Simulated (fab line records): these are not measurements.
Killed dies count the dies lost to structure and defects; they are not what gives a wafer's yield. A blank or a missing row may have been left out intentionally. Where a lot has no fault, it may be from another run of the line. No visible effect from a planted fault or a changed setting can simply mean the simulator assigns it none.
What tool caused it? :: flow gf180mcu :: 15 lots, 45 wafers sampled, at 5 steps of a route of 602

WHAT THE GAUGES SHOWED, per wafer
Not one reading of a measure or inspect step in the record can be checked against a usual standard deviation.

WHAT TOOL EACH LOT RAN ON (gives the tool, then ch and the chambers of the sampled wafers, and finally the start)
lot: L128
GF_MIM_SPUTTER_07: pvd-sputter-02, day 25 05:40
GF_M5_ETCH_09: rie-diel-04 ch 0,1,2, day 27 00:29
GF_M5_METAL_ETCH_10: rie-metal-01 ch 0,1, day 27 00:31
GF_V5_ETCH_17: rie-diel-04 ch 0,2,3, day 27 21:00
GF_V5_STRIP_18: plasma-asher-02 ch 0,1, day 27 22:04

lot: L129
GF_MIM_SPUTTER_07: pvd-sputter-02, day 25 16:58
GF_M5_ETCH_09: rie-diel-01 ch 1,2, day 27 10:41
GF_M5_METAL_ETCH_10: rie-metal-02 ch 0,1, day 27 10:45
GF_V5_ETCH_17: rie-diel-04 ch 0,1, day 28 07:00
GF_V5_STRIP_18: plasma-asher-02 ch 0,1, day 28 07:55

lot: L130
GF_MIM_SPUTTER_07: pvd-sputter-01, day 25 21:59
GF_M5_ETCH_09: rie-diel-03 ch 1,2,3, day 27 14:25
GF_M5_METAL_ETCH_10: rie-metal-03 ch 0,1, day 27 14:26
GF_V5_ETCH_17: rie-diel-02 ch 0,2, day 28 12:00
GF_V5_STRIP_18: plasma-asher-01 ch 0,1, day 28 12:14

lot: L132
GF_MIM_SPUTTER_07: pvd-sputter-02, day 26 13:11
GF_M5_ETCH_09: rie-diel-03 ch 0,1,3, day 28 05:31
GF_M5_METAL_ETCH_10: rie-metal-02 ch 0,1, day 28 05:33
GF_V5_ETCH_17: rie-diel-04 ch 0,1,3, day 29 02:00
GF_V5_STRIP_18: plasma-asher-03 ch 0,1, day 29 02:46

lot: L133
GF_MIM_SPUTTER_07: pvd-sputter-04, day 27 03:27
GF_M5_ETCH_09: rie-diel-03 ch 1,2,3, day 28 19:31
GF_M5_METAL_ETCH_10: rie-metal-01 ch 0,1, day 28 19:32
GF_V5_ETCH_17: rie-diel-04 ch 2,3, day 29 16:00
GF_V5_STRIP_18: plasma-asher-03 ch 0,1, day 29 16:17

lot: L134
GF_MIM_SPUTTER_07: pvd-sputter-02, day 27 05:22
GF_M5_ETCH_09: rie-diel-03 ch 2,3, day 28 22:20
GF_M5_METAL_ETCH_10: rie-metal-03 ch 0,1, day 28 22:22
GF_V5_ETCH_17: rie-diel-04 ch 1,2, day 29 18:00
GF_V5_STRIP_18: plasma-asher-03 ch 0,1, day 29 18:42

lot: L136
GF_MIM_SPUTTER_07: pvd-sputter-04, day 27 20:14
GF_M5_ETCH_09: rie-diel-04 ch 1,3, day 29 10:49
GF_M5_METAL_ETCH_10: rie-metal-02 ch 1, day 29 10:50
GF_V5_ETCH_17: rie-diel-02 ch 2,3, day 30 06:00
GF_V5_STRIP_18: plasma-asher-03 ch 0,1, day 30 06:53

lot: L137
GF_MIM_SPUTTER_07: pvd-sputter-01, day 28 05:49
GF_M5_ETCH_09: rie-diel-01 ch 2,3, day 29 21:07
GF_M5_METAL_ETCH_10: rie-metal-01 ch 0,1, day 29 21:11
GF_V5_ETCH_17: rie-diel-04 ch 1,2, day 30 16:00
GF_V5_STRIP_18: plasma-asher-02 ch 0,1, day 30 16:53

lot: L138
GF_MIM_SPUTTER_07: pvd-sputter-01, day 28 14:24
GF_M5_ETCH_09: rie-diel-04 ch 0,1,2, day 30 04:41
GF_M5_METAL_ETCH_10: rie-metal-02 ch 1, day 30 04:43
GF_V5_ETCH_17: rie-diel-02 ch 0,1,3, day 30 23:00
GF_V5_STRIP_18: plasma-asher-03 ch 0,1, day 30 23:50

lot: L144
GF_MIM_SPUTTER_07: pvd-sputter-04, day 30 06:46
GF_M5_ETCH_09: rie-diel-03 ch 0,1, day 31 18:34
GF_M5_METAL_ETCH_10: rie-metal-01 ch 0,1, day 31 18:35
GF_V5_ETCH_17: rie-diel-04 ch 0,1, day 32 12:00
GF_V5_STRIP_18: plasma-asher-03 ch 1, day 32 12:54

lot: L145
GF_MIM_SPUTTER_07: pvd-sputter-02, day 30 17:41
GF_M5_ETCH_09: rie-diel-04 ch 0,1,3, day 32 05:13
GF_M5_METAL_ETCH_10: rie-metal-03 ch 0,1, day 32 05:14
GF_V5_ETCH_17: rie-diel-04 ch 1,2,3, day 32 22:00
GF_V5_STRIP_18: plasma-asher-03 ch 0,1, day 32 22:44

lot: L146
GF_MIM_SPUTTER_07: pvd-sputter-01, day 30 19:48
GF_M5_ETCH_09: rie-diel-01 ch 0,1, day 32 06:50
GF_M5_METAL_ETCH_10: rie-metal-01 ch 0,1, day 32 06:52
GF_V5_ETCH_17: rie-diel-01 ch 1,3, day 33 00:00
GF_V5_STRIP_18: plasma-asher-03 ch 0,1, day 33 00:47

lot: L147
GF_MIM_SPUTTER_07: pvd-sputter-02, day 30 22:44
GF_M5_ETCH_09: rie-diel-03 ch 1,3, day 32 09:16
GF_M5_METAL_ETCH_10: rie-metal-03 ch 0,1, day 32 09:17
GF_V5_ETCH_17: rie-diel-01 ch 0,2,3, day 33 03:00
GF_V5_STRIP_18: plasma-asher-03 ch 0,1, day 33 03:47

lot: L148
GF_MIM_SPUTTER_07: pvd-sputter-02, day 31 08:07
GF_M5_ETCH_09: rie-diel-04 ch 1,2,3, day 32 19:34
GF_M5_METAL_ETCH_10: rie-metal-02 ch 0,1, day 32 19:35
GF_V5_ETCH_17: rie-diel-02 ch 0,2,3, day 33 13:00
GF_V5_STRIP_18: plasma-asher-03 ch 0,1, day 33 13:16

lot: L149
GF_MIM_SPUTTER_07: pvd-sputter-02, day 31 16:35
GF_M5_ETCH_09: rie-diel-03 ch 1,2, day 33 02:37
GF_M5_METAL_ETCH_10: rie-metal-01 ch 0,1, day 33 02:38
GF_V5_ETCH_17: rie-diel-01 ch 1,2,3, day 33 19:00
GF_V5_STRIP_18: plasma-asher-01 ch 0,1, day 33 19:44
- GF_MIM_SPUTTER_07: material TiN, target thk 60 nm, time 50 s.
- GF_M5_ETCH_09: etches Si3N4 in CF4/O2, target depth 52 nm, time 11.6 s.
- GF_M5_METAL_ETCH_10: etches the open film in Cl2/BCl3, stops on SiO2, target depth 627.5 nm, time 104.6 s.
- GF_V5_ETCH_17: etches SiO2 in C4F8/O2/Ar, stops on TiN, target depth 855 nm.
- GF_V5_STRIP_18: strips in O2/N2.

AS READ BY THE TOOLS THEMSELVES (means over the sampled wafers that have a number; for cases with no such wafer, the mark the record gives instead)
GF_MIM_SPUTTER_07.
lot: L128
tool: pvd-sputter-02
throttle-valve-pct (%): 30.2

lot: L129
tool: pvd-sputter-02
throttle-valve-pct (%): 30.2

lot: L130
tool: pvd-sputter-01
throttle-valve-pct (%): 29.1

lot: L132
tool: pvd-sputter-02
throttle-valve-pct (%): 30.1

lot: L133
tool: pvd-sputter-04
throttle-valve-pct (%): 30.4

lot: L134
tool: pvd-sputter-02
throttle-valve-pct (%): 29.8

lot: L136
tool: pvd-sputter-04
throttle-valve-pct (%): 30.7

lot: L137
tool: pvd-sputter-01
throttle-valve-pct (%): 30.1

lot: L138
tool: pvd-sputter-01
throttle-valve-pct (%): 30.2

lot: L144
tool: pvd-sputter-04
throttle-valve-pct (%): 31.2

lot: L145
tool: pvd-sputter-02
throttle-valve-pct (%): 30.6

lot: L146
tool: pvd-sputter-01
throttle-valve-pct (%): 29.9

lot: L147
tool: pvd-sputter-02
throttle-valve-pct (%): 30.5

lot: L148
tool: pvd-sputter-02
throttle-valve-pct (%): 30.5

lot: L149
tool: pvd-sputter-02
throttle-valve-pct (%): 30.4

GF_M5_ETCH_09.
lot: L128
tool: rie-diel-04
O2_flow_sccm (sccm): 9.98
bias-w (W): 149.9
chamber-pressure-mTorr (mTorr): 150.06
drypump-motor-current-A (A): 5.6
oes-product-au (a.u.): 0.992
rf-fwd-power-W (W): 785
throttle-valve-pct (%): 5.973

lot: L129
tool: rie-diel-01
O2_flow_sccm (sccm): 10.01
bias-w (W): 150.2
chamber-pressure-mTorr (mTorr): 149.94
drypump-motor-current-A (A): 5.6
oes-product-au (a.u.): 1.001
rf-fwd-power-W (W): 784
throttle-valve-pct (%): 5.971

lot: L130
tool: rie-diel-03
O2_flow_sccm (sccm): 10.01
bias-w (W): 149.9
chamber-pressure-mTorr (mTorr): 149.89
drypump-motor-current-A (A): 6.1
oes-product-au (a.u.): 0.993
rf-fwd-power-W (W): 787
throttle-valve-pct (%): 5.974

lot: L132
tool: rie-diel-03
O2_flow_sccm (sccm): 9.98
bias-w (W): 149.7
chamber-pressure-mTorr (mTorr): 150.09
drypump-motor-current-A (A): 5.9
oes-product-au (a.u.): 1.000
rf-fwd-power-W (W): 789
throttle-valve-pct (%): 5.969

lot: L133
tool: rie-diel-03
O2_flow_sccm (sccm): 10.01
bias-w (W): 150.2
chamber-pressure-mTorr (mTorr): 150.05
drypump-motor-current-A (A): 6.1
oes-product-au (a.u.): 0.996
rf-fwd-power-W (W): 789
throttle-valve-pct (%): 5.965

lot: L134
tool: rie-diel-03
O2_flow_sccm (sccm): 10.05
bias-w (W): 149.9
chamber-pressure-mTorr (mTorr): 150.02
drypump-motor-current-A (A): 6.1
oes-product-au (a.u.): 1.003
rf-fwd-power-W (W): 791
throttle-valve-pct (%): 5.971

lot: L136
tool: rie-diel-04
O2_flow_sccm (sccm): 10.03
bias-w (W): 149.7
chamber-pressure-mTorr (mTorr): 150.16
drypump-motor-current-A (A): 5.9
oes-product-au (a.u.): 0.998
rf-fwd-power-W (W): 782
throttle-valve-pct (%): 5.968

lot: L137
tool: rie-diel-01
O2_flow_sccm (sccm): 10.00
bias-w (W): 150.2
chamber-pressure-mTorr (mTorr): 149.96
drypump-motor-current-A (A): 5.6
oes-product-au (a.u.): 1.007
rf-fwd-power-W (W): 784
throttle-valve-pct (%): 5.966

lot: L138
tool: rie-diel-04
O2_flow_sccm (sccm): 9.99
bias-w (W): 149.4
chamber-pressure-mTorr (mTorr): 150.01
drypump-motor-current-A (A): 5.6
oes-product-au (a.u.): 0.996
rf-fwd-power-W (W): 786
throttle-valve-pct (%): 5.973

lot: L144
tool: rie-diel-03
O2_flow_sccm (sccm): 9.98
bias-w (W): 150.0
chamber-pressure-mTorr (mTorr): 149.87
drypump-motor-current-A (A): 6.0
oes-product-au (a.u.): 1.004
rf-fwd-power-W (W): 789
throttle-valve-pct (%): 5.970

lot: L145
tool: rie-diel-04
O2_flow_sccm (sccm): 10.01
bias-w (W): 149.9
chamber-pressure-mTorr (mTorr): 149.94
drypump-motor-current-A (A): 5.8
oes-product-au (a.u.): 1.000
rf-fwd-power-W (W): 781
throttle-valve-pct (%): 5.967

lot: L146
tool: rie-diel-01
O2_flow_sccm (sccm): 10.02
bias-w (W): 150.6
chamber-pressure-mTorr (mTorr): 149.95
drypump-motor-current-A (A): 5.3
oes-product-au (a.u.): 1.002
rf-fwd-power-W (W): 785
throttle-valve-pct (%): 5.971

lot: L147
tool: rie-diel-03
O2_flow_sccm (sccm): 9.98
bias-w (W): 149.9
chamber-pressure-mTorr (mTorr): 149.96
drypump-motor-current-A (A): 6.2
oes-product-au (a.u.): 0.994
rf-fwd-power-W (W): 784
throttle-valve-pct (%): 5.960

lot: L148
tool: rie-diel-04
O2_flow_sccm (sccm): 10.00
bias-w (W): 150.1
chamber-pressure-mTorr (mTorr): 150.00
drypump-motor-current-A (A): 5.7
oes-product-au (a.u.): 0.996
rf-fwd-power-W (W): 781
throttle-valve-pct (%): 5.964

lot: L149
tool: rie-diel-03
O2_flow_sccm (sccm): 10.01
bias-w (W): 149.6
chamber-pressure-mTorr (mTorr): 149.94
drypump-motor-current-A (A): 6.4
oes-product-au (a.u.): 0.998
rf-fwd-power-W (W): 788
throttle-valve-pct (%): 5.962

GF_M5_METAL_ETCH_10.
lot: L128
tool: rie-metal-01
bcl3-flow-sccm (sccm): 40.15
bias-w (W): 140.6
chamber-pressure-mTorr (mTorr): 7.999
drypump-motor-current-A (A): 5.3
oes-product-au (a.u.): 0.980
rf-fwd-power-W (W): 796.7
throttle-valve-pct (%): 28.249

lot: L129
tool: rie-metal-02
bcl3-flow-sccm (sccm): 39.94
bias-w (W): 140.0
chamber-pressure-mTorr (mTorr): 8.004
drypump-motor-current-A (A): 5.9
oes-product-au (a.u.): 0.974
rf-fwd-power-W (W): 793.4
throttle-valve-pct (%): 28.252

lot: L130
tool: rie-metal-03
bcl3-flow-sccm (sccm): 39.90
bias-w (W): 139.9
chamber-pressure-mTorr (mTorr): 7.994
drypump-motor-current-A (A): 5.4
oes-product-au (a.u.): 0.970
rf-fwd-power-W (W): 793.2
throttle-valve-pct (%): 28.257

lot: L132
tool: rie-metal-02
bcl3-flow-sccm (sccm): 39.93
bias-w (W): 140.3
chamber-pressure-mTorr (mTorr): 8.005
drypump-motor-current-A (A): 5.9
oes-product-au (a.u.): 0.976
rf-fwd-power-W (W): 794.1
throttle-valve-pct (%): 28.245

lot: L133
tool: rie-metal-01
bcl3-flow-sccm (sccm): 39.86
bias-w (W): 140.4
chamber-pressure-mTorr (mTorr): 8.009
drypump-motor-current-A (A): 5.3
oes-product-au (a.u.): 0.965
rf-fwd-power-W (W): 797.1
throttle-valve-pct (%): 28.251

lot: L134
tool: rie-metal-03
bcl3-flow-sccm (sccm): 40.09
bias-w (W): 140.1
chamber-pressure-mTorr (mTorr): 8.000
drypump-motor-current-A (A): 5.5
oes-product-au (a.u.): 0.976
rf-fwd-power-W (W): 794.0
throttle-valve-pct (%): 28.242

lot: L136
tool: rie-metal-02
bcl3-flow-sccm (sccm): 40.08
bias-w (W): 140.1
chamber-pressure-mTorr (mTorr): 7.997
drypump-motor-current-A (A): 6.1
oes-product-au (a.u.): 0.972
rf-fwd-power-W (W): 796.1
throttle-valve-pct (%): 28.254

lot: L137
tool: rie-metal-01
bcl3-flow-sccm (sccm): 40.03
bias-w (W): 140.5
chamber-pressure-mTorr (mTorr): 7.999
drypump-motor-current-A (A): 5.7
oes-product-au (a.u.): 0.968
rf-fwd-power-W (W): 800.6
throttle-valve-pct (%): 28.254

lot: L138
tool: rie-metal-02
bcl3-flow-sccm (sccm): 39.85
bias-w (W): 140.2
chamber-pressure-mTorr (mTorr): 8.000
drypump-motor-current-A (A): 6.2
oes-product-au (a.u.): 0.965
rf-fwd-power-W (W): 794.9
throttle-valve-pct (%): 28.253

lot: L144
tool: rie-metal-01
bcl3-flow-sccm (sccm): 40.06
bias-w (W): 140.5
chamber-pressure-mTorr (mTorr): 8.003
drypump-motor-current-A (A): 5.3
oes-product-au (a.u.): 0.964
rf-fwd-power-W (W): 797.3
throttle-valve-pct (%): 28.247

lot: L145
tool: rie-metal-03
bcl3-flow-sccm (sccm): 40.05
bias-w (W): 139.9
chamber-pressure-mTorr (mTorr): 7.998
drypump-motor-current-A (A): 5.3
oes-product-au (a.u.): 0.972
rf-fwd-power-W (W): 792.6
throttle-valve-pct (%): 28.244

lot: L146
tool: rie-metal-01
bcl3-flow-sccm (sccm): 40.05
bias-w (W): 139.7
chamber-pressure-mTorr (mTorr): 7.993
drypump-motor-current-A (A): 5.7
oes-product-au (a.u.): 0.978
rf-fwd-power-W (W): 794.6
throttle-valve-pct (%): 28.238

lot: L147
tool: rie-metal-03
bcl3-flow-sccm (sccm): 39.90
bias-w (W): 139.9
chamber-pressure-mTorr (mTorr): 8.002
drypump-motor-current-A (A): 5.5
oes-product-au (a.u.): 0.971
rf-fwd-power-W (W): 792.4
throttle-valve-pct (%): 28.252

lot: L148
tool: rie-metal-02
bcl3-flow-sccm (sccm): 39.91
bias-w (W): 140.0
chamber-pressure-mTorr (mTorr): 8.006
drypump-motor-current-A (A): 5.8
oes-product-au (a.u.): 0.976
rf-fwd-power-W (W): 795.9
throttle-valve-pct (%): 28.246

lot: L149
tool: rie-metal-01
bcl3-flow-sccm (sccm): 39.85
bias-w (W): 140.0
chamber-pressure-mTorr (mTorr): 8.004
drypump-motor-current-A (A): 5.3
oes-product-au (a.u.): 0.970
rf-fwd-power-W (W): 795.3
throttle-valve-pct (%): 28.261

GF_V5_ETCH_17.
lot: L128
tool: rie-diel-04
bias-w (W): 1199
chamber-pressure-mTorr (mTorr): 39.99
oes-product-au (a.u.): 0.859
rf-fwd-power-W (W): 1492

lot: L129
tool: rie-diel-04
bias-w (W): 1198
chamber-pressure-mTorr (mTorr): 40.01
oes-product-au (a.u.): 0.859
rf-fwd-power-W (W): 1496

lot: L130
tool: rie-diel-02
bias-w (W): 1199
chamber-pressure-mTorr (mTorr): 40.02
oes-product-au (a.u.): 0.862
rf-fwd-power-W (W): 1502

lot: L132
tool: rie-diel-04
bias-w (W): 1196
chamber-pressure-mTorr (mTorr): 40.00
oes-product-au (a.u.): 0.857
rf-fwd-power-W (W): 1493

lot: L133
tool: rie-diel-04
bias-w (W): 1205
chamber-pressure-mTorr (mTorr): 40.02
oes-product-au (a.u.): 0.858
rf-fwd-power-W (W): 1492

lot: L134
tool: rie-diel-04
bias-w (W): 1201
chamber-pressure-mTorr (mTorr): 40.00
oes-product-au (a.u.): 0.861
rf-fwd-power-W (W): 1499

lot: L136
tool: rie-diel-02
bias-w (W): -
chamber-pressure-mTorr (mTorr): -
oes-product-au (a.u.): -
rf-fwd-power-W (W): -

lot: L137
tool: rie-diel-04
bias-w (W): -
chamber-pressure-mTorr (mTorr): -
oes-product-au (a.u.): -
rf-fwd-power-W (W): -

lot: L138
tool: rie-diel-02
bias-w (W): -
chamber-pressure-mTorr (mTorr): -
oes-product-au (a.u.): -
rf-fwd-power-W (W): -

lot: L144
tool: rie-diel-04
bias-w (W): 1203
chamber-pressure-mTorr (mTorr): 39.98
oes-product-au (a.u.): 0.857
rf-fwd-power-W (W): 1499

lot: L145
tool: rie-diel-04
bias-w (W): 1203
chamber-pressure-mTorr (mTorr): 39.99
oes-product-au (a.u.): 0.863
rf-fwd-power-W (W): 1488

lot: L146
tool: rie-diel-01
bias-w (W): 1199
chamber-pressure-mTorr (mTorr): 39.99
oes-product-au (a.u.): 0.859
rf-fwd-power-W (W): 1489

lot: L147
tool: rie-diel-01
bias-w (W): 1198
chamber-pressure-mTorr (mTorr): 39.98
oes-product-au (a.u.): 0.857
rf-fwd-power-W (W): 1492

lot: L148
tool: rie-diel-02
bias-w (W): 1197
chamber-pressure-mTorr (mTorr): 39.99
oes-product-au (a.u.): 0.859
rf-fwd-power-W (W): 1497

lot: L149
tool: rie-diel-01
bias-w (W): 1203
chamber-pressure-mTorr (mTorr): 40.02
oes-product-au (a.u.): 0.859
rf-fwd-power-W (W): 1496

GF_V5_STRIP_18.
lot: L128
tool: plasma-asher-02
chamber-pressure-mTorr (mTorr): 1499.5
drypump-motor-current-A (A): 6.2
heater-power-w (W): 337
oes-product-au (a.u.): 0.573

lot: L129
tool: plasma-asher-02
chamber-pressure-mTorr (mTorr): 1499.0
drypump-motor-current-A (A): 6.2
heater-power-w (W): 337
oes-product-au (a.u.): 0.570

lot: L130
tool: plasma-asher-01
chamber-pressure-mTorr (mTorr): 1499.6
drypump-motor-current-A (A): 5.7
heater-power-w (W): 342
oes-product-au (a.u.): 0.571

lot: L132
tool: plasma-asher-03
chamber-pressure-mTorr (mTorr): 1500.7
drypump-motor-current-A (A): 5.6
heater-power-w (W): 381
oes-product-au (a.u.): 0.566

lot: L133
tool: plasma-asher-03
chamber-pressure-mTorr (mTorr): 1499.4
drypump-motor-current-A (A): 5.7
heater-power-w (W): 391
oes-product-au (a.u.): 0.573

lot: L134
tool: plasma-asher-03
chamber-pressure-mTorr (mTorr): 1500.3
drypump-motor-current-A (A): 5.7
heater-power-w (W): 389
oes-product-au (a.u.): 0.568

lot: L136
tool: plasma-asher-03
chamber-pressure-mTorr (mTorr): 1500.0
drypump-motor-current-A (A): 5.6
heater-power-w (W): 388
oes-product-au (a.u.): 0.663

lot: L137
tool: plasma-asher-02
chamber-pressure-mTorr (mTorr): 1500.3
drypump-motor-current-A (A): 6.3
heater-power-w (W): 336
oes-product-au (a.u.): 0.672

lot: L138
tool: plasma-asher-03
chamber-pressure-mTorr (mTorr): 1499.8
drypump-motor-current-A (A): 5.7
heater-power-w (W): 390
oes-product-au (a.u.): 0.666

lot: L144
tool: plasma-asher-03
chamber-pressure-mTorr (mTorr): 1499.3
drypump-motor-current-A (A): 5.8
heater-power-w (W): 398
oes-product-au (a.u.): 0.569

lot: L145
tool: plasma-asher-03
chamber-pressure-mTorr (mTorr): 1499.9
drypump-motor-current-A (A): 5.7
heater-power-w (W): 392
oes-product-au (a.u.): 0.567

lot: L146
tool: plasma-asher-03
chamber-pressure-mTorr (mTorr): 1500.7
drypump-motor-current-A (A): 5.6
heater-power-w (W): 379
oes-product-au (a.u.): 0.568

lot: L147
tool: plasma-asher-03
chamber-pressure-mTorr (mTorr): 1500.4
drypump-motor-current-A (A): 5.5
heater-power-w (W): 382
oes-product-au (a.u.): 0.564

lot: L148
tool: plasma-asher-03
chamber-pressure-mTorr (mTorr): 1499.8
drypump-motor-current-A (A): 5.6
heater-power-w (W): 387
oes-product-au (a.u.): 0.571

lot: L149
tool: plasma-asher-01
chamber-pressure-mTorr (mTorr): 1498.8
drypump-motor-current-A (A): 5.7
heater-power-w (W): 346
oes-product-au (a.u.): 0.569

THE ANSWER, worked out from the rows above alone
Rule: what is usual is taken from the lots themselves. Put in order of their means at a reading, lots are off if they are a third of the lots or fewer, leave a main group of 4 or more, and stand apart from it by a gap of 3 or more times the standard deviation of the main group's means; of several such gaps the widest counts. If all means in a main group match to the digits the tables above print for the reading, that group is not used. A lot without any number at a reading at which 4 lots or more have one is off too. The other lots that the step has rows for count as sound. After the gauges, taken in route order, come the tools' own readings; for these a lot's mean is taken, as printed above. At the first step where some lot is off, the reading lying furthest off is the one used; lots without a number count as furthest.
Off, at GF_V5_ETCH_17 on bias-w: L136, L137, L138. Without a number there: L136, L137, L138. For the main group the mean is 1200 W and the standard deviation 2.7.
If a tool, at that step or one of the process steps before it, ran each lot that is off and ran no sound lot following the first of them, it fits. None of those tried fits.

WHAT WAS PUT IN BY THE SIMULATOR
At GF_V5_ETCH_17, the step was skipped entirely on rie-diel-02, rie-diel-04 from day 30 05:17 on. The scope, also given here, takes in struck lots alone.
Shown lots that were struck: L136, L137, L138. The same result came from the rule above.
